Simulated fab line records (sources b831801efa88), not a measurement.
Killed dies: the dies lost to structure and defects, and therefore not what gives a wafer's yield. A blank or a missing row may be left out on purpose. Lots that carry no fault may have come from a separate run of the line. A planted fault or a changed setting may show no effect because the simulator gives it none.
Which tool is to blame? / flow sfq line / 14 lots with 42 wafers sampled at 4 steps, on a route of 325 steps

WHAT THE GAUGES SHOWED, per wafer
SFQ_M7_OVL_MEAS_945. Usual: M7_OVL 0 nm, standard deviation 5.2.
lot=L996; measured=day 74 10:06; on=overlay-01; M7_OVL (nm)=-6 -8 -4; flag=
lot=L997; measured=day 75 02:05; on=overlay-01; M7_OVL (nm)=1 -6 -3; flag=
lot=L998; measured=day 75 06:52; on=overlay-01; M7_OVL (nm)=0 -8 -2; flag=
lot=L999; measured=day 75 09:16; on=overlay-01; M7_OVL (nm)=0 0 2; flag=
lot=L105; measured=day 76 04:28; on=overlay-02; M7_OVL (nm)=-3 -4 0; flag=
lot=L106; measured=day 76 09:04; on=overlay-01; M7_OVL (nm)=0 -4 -1; flag=
lot=L110; measured=day 79 05:07; on=overlay-01; M7_OVL (nm)=8 16 10; flag=
lot=L111; measured=day 79 07:27; on=overlay-02; M7_OVL (nm)=5 -2 4; flag=
lot=L114; measured=day 80 16:11; on=overlay-01; M7_OVL (nm)=3 0 1; flag=
lot=L115; measured=day 83 08:23; on=overlay-02; M7_OVL (nm)=8 5 3; flag=
lot=L116; measured=day 83 11:31; on=overlay-02; M7_OVL (nm)=6 2 12; flag=
lot=L117; measured=day 83 18:43; on=overlay-02; M7_OVL (nm)=3 9 3; flag=
lot=L118; measured=day 83 19:55; on=overlay-02; M7_OVL (nm)=-5 -12 -4; flag=
lot=L119; measured=day 83 21:52; on=overlay-01; M7_OVL (nm)=0 8 10; flag=

TOOL THAT RAN EACH LOT (tool first, then ch and the chambers of the sampled wafers, then the start)
lot=L996; SFQ_TRILAYER_M5_STRIP_STRIP_127=rie metal-03 ch 0,1, day 55 00:01; SFQ_TRILAYER_M6_BARC_OPEN_METAL_ETCH_206=rie metal-03 ch 0,1, day 65 12:44; SFQ_TRILAYER_I6_VIA_STRIP_STRIP_173=rie metal-02 ch 0,1, day 70 03:13
lot=L997; SFQ_TRILAYER_M5_STRIP_STRIP_127=rie metal-03 ch 0,1, day 56 20:02; SFQ_TRILAYER_M6_BARC_OPEN_METAL_ETCH_206=rie metal-04 ch 0,1, day 70 16:28; SFQ_TRILAYER_I6_VIA_STRIP_STRIP_173=rie metal-04 ch 0,1, day 74 18:53
lot=L998; SFQ_TRILAYER_M5_STRIP_STRIP_127=rie metal-01 ch 0,1, day 56 22:14; SFQ_TRILAYER_M6_BARC_OPEN_METAL_ETCH_206=rie metal-01 ch 0,1, day 70 20:47; SFQ_TRILAYER_I6_VIA_STRIP_STRIP_173=rie metal-04 ch 0,1, day 74 23:29
lot=L999; SFQ_TRILAYER_M5_STRIP_STRIP_127=rie metal-03 ch 0,1, day 56 23:26; SFQ_TRILAYER_M6_BARC_OPEN_METAL_ETCH_206=rie metal-04 ch 0,1, day 70 23:11; SFQ_TRILAYER_I6_VIA_STRIP_STRIP_173=rie metal-04 ch 0,1, day 75 01:53
lot=L105; SFQ_TRILAYER_M5_STRIP_STRIP_127=rie metal-01 ch 1, day 57 17:40; SFQ_TRILAYER_M6_BARC_OPEN_METAL_ETCH_206=rie metal-01 ch 0,1, day 71 16:11; SFQ_TRILAYER_I6_VIA_STRIP_STRIP_173=rie metal-04 ch 0,1, day 75 16:39
lot=L106; SFQ_TRILAYER_M5_STRIP_STRIP_127=rie metal-01 ch 0,1, day 57 20:04; SFQ_TRILAYER_M6_BARC_OPEN_METAL_ETCH_206=rie metal-01 ch 0,1, day 71 19:47; SFQ_TRILAYER_I6_VIA_STRIP_STRIP_173=rie metal-03 ch 0,1, day 75 17:51
lot=L110; SFQ_TRILAYER_M5_STRIP_STRIP_127=rie metal-04 ch 0,1, day 58 16:59; SFQ_TRILAYER_M6_BARC_OPEN_METAL_ETCH_206=rie metal-03 ch 0,1, day 75 23:25; SFQ_TRILAYER_I6_VIA_STRIP_STRIP_173=rie metal-02 ch 0,1, day 76 22:00
lot=L111; SFQ_TRILAYER_M5_STRIP_STRIP_127=rie metal-01 ch 1, day 58 21:57; SFQ_TRILAYER_M6_BARC_OPEN_METAL_ETCH_206=rie metal-03 ch 0,1, day 76 08:56; SFQ_TRILAYER_I6_VIA_STRIP_STRIP_173=rie metal-02 ch 0,1, day 79 04:08
lot=L114; SFQ_TRILAYER_M5_STRIP_STRIP_127=rie metal-01 ch 0,1, day 59 17:40; SFQ_TRILAYER_M6_BARC_OPEN_METAL_ETCH_206=rie metal-04 ch 0,1, day 77 00:32; SFQ_TRILAYER_I6_VIA_STRIP_STRIP_173=rie metal-03 ch 0, day 80 07:51
lot=L115; SFQ_TRILAYER_M5_STRIP_STRIP_127=rie metal-01 ch 0,1, day 60 01:52; SFQ_TRILAYER_M6_BARC_OPEN_METAL_ETCH_206=rie metal-03 ch 0,1, day 77 06:32; SFQ_TRILAYER_I6_VIA_STRIP_STRIP_173=rie metal-03 ch 0, day 80 16:15
lot=L116; SFQ_TRILAYER_M5_STRIP_STRIP_127=rie metal-01 ch 0, day 60 04:26; SFQ_TRILAYER_M6_BARC_OPEN_METAL_ETCH_206=rie metal-04 ch 0, day 77 07:44; SFQ_TRILAYER_I6_VIA_STRIP_STRIP_173=rie metal-03 ch 0, day 80 17:27
lot=L117; SFQ_TRILAYER_M5_STRIP_STRIP_127=rie metal-04 ch 0,1, day 60 11:38; SFQ_TRILAYER_M6_BARC_OPEN_METAL_ETCH_206=rie metal-01 ch 0,1, day 77 12:15; SFQ_TRILAYER_I6_VIA_STRIP_STRIP_173=rie metal-03 ch 0,1, day 81 00:11
lot=L118; SFQ_TRILAYER_M5_STRIP_STRIP_127=rie metal-01 ch 0,1, day 60 16:26; SFQ_TRILAYER_M6_BARC_OPEN_METAL_ETCH_206=rie metal-03 ch 0, day 77 14:39; SFQ_TRILAYER_I6_VIA_STRIP_STRIP_173=rie metal-04 ch 0,1, day 81 01:23
lot=L119; SFQ_TRILAYER_M5_STRIP_STRIP_127=rie metal-03 ch 1, day 60 21:41; SFQ_TRILAYER_M6_BARC_OPEN_METAL_ETCH_206=rie metal-04 ch 0, day 77 15:51; SFQ_TRILAYER_I6_VIA_STRIP_STRIP_173=rie metal-02 ch 0,1, day 81 02:35
- SFQ_TRILAYER_M5_STRIP_STRIP_127: strips in O2.
- SFQ_TRILAYER_M6_BARC_OPEN_METAL_ETCH_206: etches BARC in O2, target depth 125 nm, time 41.7 s.
- SFQ_TRILAYER_I6_VIA_STRIP_STRIP_173: strips in O2.

WHAT THE TOOLS THEMSELVES READ (means of the sampled wafers that have a number; where no wafer has one, the mark that the record gives instead)
SFQ_TRILAYER_M5_STRIP_STRIP_127. Usual: drypump motor current A 5.6 A, standard deviation 0.62; oes product au 0.999 a.u., standard deviation 0.0087.
lot=L996; tool=rie metal-03; drypump motor current A (A)=5.2; oes product au (a.u.)=1.002; flag=
lot=L997; tool=rie metal-03; drypump motor current A (A)=5.1; oes product au (a.u.)=0.992; flag=
lot=L998; tool=rie metal-01; drypump motor current A (A)=5.6; oes product au (a.u.)=1.000; flag=
lot=L999; tool=rie metal-03; drypump motor current A (A)=5.2; oes product au (a.u.)=1.001; flag=
lot=L105; tool=rie metal-01; drypump motor current A (A)=6.7; oes product au (a.u.)=1.000; flag=
lot=L106; tool=rie metal-01; drypump motor current A (A)=5.6; oes product au (a.u.)=0.990; flag=
lot=L110; tool=rie metal-04; drypump motor current A (A)=5.8; oes product au (a.u.)=1.008; flag=
lot=L111; tool=rie metal-01; drypump motor current A (A)=6.6; oes product au (a.u.)=1.000; flag=
lot=L114; tool=rie metal-01; drypump motor current A (A)=5.6; oes product au (a.u.)=1.006; flag=
lot=L115; tool=rie metal-01; drypump motor current A (A)=6.1; oes product au (a.u.)=0.989; flag=
lot=L116; tool=rie metal-01; drypump motor current A (A)=5.1; oes product au (a.u.)=1.001; flag=
lot=L117; tool=rie metal-04; drypump motor current A (A)=5.8; oes product au (a.u.)=1.009; flag=
lot=L118; tool=rie metal-01; drypump motor current A (A)=6.1; oes product au (a.u.)=1.000; flag=
lot=L119; tool=rie metal-03; drypump motor current A (A)=5.2; oes product au (a.u.)=0.993; flag=

SFQ_TRILAYER_M6_BARC_OPEN_METAL_ETCH_206. Usual: drypump motor current A 5.7 A, standard deviation 0.56; oes product au 0.685 a.u., standard deviation 0.0046; run length s 70.3 s, standard deviation 0.68.
lot=L996; tool=rie metal-03; drypump motor current A (A)=5.2; oes product au (a.u.)=0.682; run length s (s)=70.3; flag=
lot=L997; tool=rie metal-04; drypump motor current A (A)=5.8; oes product au (a.u.)=0.685; run length s (s)=70.2; flag=
lot=L998; tool=rie metal-01; drypump motor current A (A)=5.6; oes product au (a.u.)=0.683; run length s (s)=73.2; flag=OFF
lot=L999; tool=rie metal-04; drypump motor current A (A)=5.8; oes product au (a.u.)=0.684; run length s (s)=70.2; flag=
lot=L105; tool=rie metal-01; drypump motor current A (A)=6.1; oes product au (a.u.)=0.707; run length s (s)=68.4; flag=OFF
lot=L106; tool=rie metal-01; drypump motor current A (A)=5.6; oes product au (a.u.)=0.735; run length s (s)=66.6; flag=OFF
lot=L110; tool=rie metal-03; drypump motor current A (A)=5.2; oes product au (a.u.)=0.690; run length s (s)=70.3; flag=
lot=L111; tool=rie metal-03; drypump motor current A (A)=5.2; oes product au (a.u.)=0.686; run length s (s)=70.3; flag=
lot=L114; tool=rie metal-04; drypump motor current A (A)=5.7; oes product au (a.u.)=0.688; run length s (s)=69.9; flag=
lot=L115; tool=rie metal-03; drypump motor current A (A)=5.2; oes product au (a.u.)=0.688; run length s (s)=70.1; flag=
lot=L116; tool=rie metal-04; drypump motor current A (A)=5.7; oes product au (a.u.)=0.686; run length s (s)=70.1; flag=
lot=L117; tool=rie metal-01; drypump motor current A (A)=5.6; oes product au (a.u.)=0.688; run length s (s)=70.1; flag=
lot=L118; tool=rie metal-03; drypump motor current A (A)=5.1; oes product au (a.u.)=0.689; run length s (s)=70.4; flag=
lot=L119; tool=rie metal-04; drypump motor current A (A)=5.7; oes product au (a.u.)=0.686; run length s (s)=70.0; flag=

SFQ_TRILAYER_I6_VIA_STRIP_STRIP_173. Usual: drypump motor current A 5.4 A, standard deviation 0.33; oes product au 1.001 a.u., standard deviation 0.011.
lot=L996; tool=rie metal-02; drypump motor current A (A)=5.2; oes product au (a.u.)=0.990; flag=
lot=L997; tool=rie metal-04; drypump motor current A (A)=5.8; oes product au (a.u.)=1.006; flag=
lot=L998; tool=rie metal-04; drypump motor current A (A)=5.8; oes product au (a.u.)=1.015; flag=
lot=L999; tool=rie metal-04; drypump motor current A (A)=5.8; oes product au (a.u.)=1.013; flag=
lot=L105; tool=rie metal-04; drypump motor current A (A)=5.8; oes product au (a.u.)=1.008; flag=
lot=L106; tool=rie metal-03; drypump motor current A (A)=5.1; oes product au (a.u.)=1.008; flag=
lot=L110; tool=rie metal-02; drypump motor current A (A)=5.2; oes product au (a.u.)=0.987; flag=
lot=L111; tool=rie metal-02; drypump motor current A (A)=5.5; oes product au (a.u.)=1.000; flag=
lot=L114; tool=rie metal-03; drypump motor current A (A)=5.1; oes product au (a.u.)=1.007; flag=
lot=L115; tool=rie metal-03; drypump motor current A (A)=5.1; oes product au (a.u.)=1.013; flag=
lot=L116; tool=rie metal-03; drypump motor current A (A)=5.1; oes product au (a.u.)=1.008; flag=
lot=L117; tool=rie metal-03; drypump motor current A (A)=5.2; oes product au (a.u.)=0.997; flag=
lot=L118; tool=rie metal-04; drypump motor current A (A)=5.8; oes product au (a.u.)=1.010; flag=
lot=L119; tool=rie metal-02; drypump motor current A (A)=5.2; oes product au (a.u.)=0.985; flag=

THE ANSWER, worked out from the rows above alone
Rule: lot off if the mean of its wafers having a number is beyond 3 standard deviations from the usual mean. A lot without any number at a reading at which 4 lots or more have one is off too. Where the step has rows for the other lots, those lots are counted as sound. After the gauges, taken in route order, come the tools' own readings; for these a lot's mean is taken, as printed above. The first step at which some lot is off is used, and at that step the reading that is off furthest; a lot without a number counts as furthest.
Off at SFQ_TRILAYER_M6_BARC_OPEN_METAL_ETCH_206 (oes product au): L105, L106.
If a tool, at that step or one of the process steps before it, ran each lot that is off and ran no sound lot following the first of them, it fits. None of those tried fits.

WHAT HAD BEEN PUT IN BY THE SIMULATOR
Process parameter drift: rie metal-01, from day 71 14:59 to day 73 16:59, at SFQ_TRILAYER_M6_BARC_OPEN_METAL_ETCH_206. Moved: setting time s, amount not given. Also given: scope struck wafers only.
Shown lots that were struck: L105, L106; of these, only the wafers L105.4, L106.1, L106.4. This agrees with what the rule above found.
